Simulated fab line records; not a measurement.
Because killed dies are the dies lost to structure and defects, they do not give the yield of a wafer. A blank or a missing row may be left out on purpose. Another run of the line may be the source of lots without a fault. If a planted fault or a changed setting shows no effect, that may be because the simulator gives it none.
Problem report in the 8D (eight disciplines) form, filled by code -- flow gf180mcu -- the parts of the form that need people (team, actions taken, sign-off) are left out

## 1. WHAT WENT WRONG
Wafers without a fault read 99.96 W, standard deviation 0.25; biasW at GF_V4_ETCH_16 reads a mean of 91.65 W on 3 wafers belonging to 2 lots. That is -33 standard deviations from the usual mean.
The step: etches BARC in N2/H2.
Seen first at day 28 04:00 on rieDiel-01, wafer L875.4. The record holds 18 wafers of 6 lots with a number at this step. By rule, "out" or "out of limits" means more than 4 standard deviations away from the usual mean. The rest of the wafers with a number are treated as sound.

## 2. WHAT THIS IS AND IS NOT
question,is,is not
which readings at this step,biasW,"drypumpMotorCurrentA, throttleValvePct"
which lots,"L875, L877","L865, L866, L881, L884"
which wafers of those lots,"L875.4, L875.5, L877.4","L875.2, L877.2, L877.3"
read on which tools,rieDiel-01,rieDiel-04
when,from day 28 04:00,"up to then (7 sound wafers); but 8 sound wafers of L877, L881, L884 came after"

## 3. SUSPECTS, AND WHAT RULES EACH OUT
Counting: a tool at a process step up to the reading stays a suspect if it ran every lot that is out. Sound lots after the first of them don't rule it out here, since some wafers of a struck lot are sound.
- cmp-02 at GF_V4_CMP_04 (polishes SiO2): kept. Ran every lot that is out, first one L875 (day 27 07:23); last sound lot up to then L865 (day 24 09:11).
- rieDiel-01 at GF_V4_ETCH_16 (etches BARC in N2/H2): kept. Ran every lot that is out, first one L875 (day 28 04:00); last sound lot up to then L866 (day 25 14:45). On those wafers its own readings are out: biasW.
- In rieDiel-01 at GF_V4_ETCH_16, the wafers that are out were processed in chamber 0 and their sound lot-mates in chambers 1, 2.
After counting, cmp-02 at GF_V4_CMP_04 and rieDiel-01 at GF_V4_ETCH_16 remain.

## 4. THE CAUSE (what the simulator had put in)
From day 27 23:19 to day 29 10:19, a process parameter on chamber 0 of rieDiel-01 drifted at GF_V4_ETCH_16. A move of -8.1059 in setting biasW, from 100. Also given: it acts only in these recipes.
Counting left 2 suspects, and this tool is among them.

## 5. THE CHAIN OF EFFECTS, in route order
Each row: a reading where the mean over the struck wafers with a number is more than 3 standard deviations away from the usual. Scope: only readings with a usual standard deviation given in the record; hours: median across lots of the time from each lot's start at the first step in this table that gives one to its start at this step; sigmas: change in usual standard deviations.
hours,step,reading,usual,on struck wafers,change,sigmas
0,GF_V4_ETCH_16,biasW,99.96 W,91.65,-8.31,-33
Process steps it contains:
- GF_V4_ETCH_16: etches BARC in N2/H2.

## 6. HOW IT WOULD HAVE BEEN CAUGHT EARLIER
In this record no reading fell out of limits until day 28 04:00, 5 hours after the fault had begun at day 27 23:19.
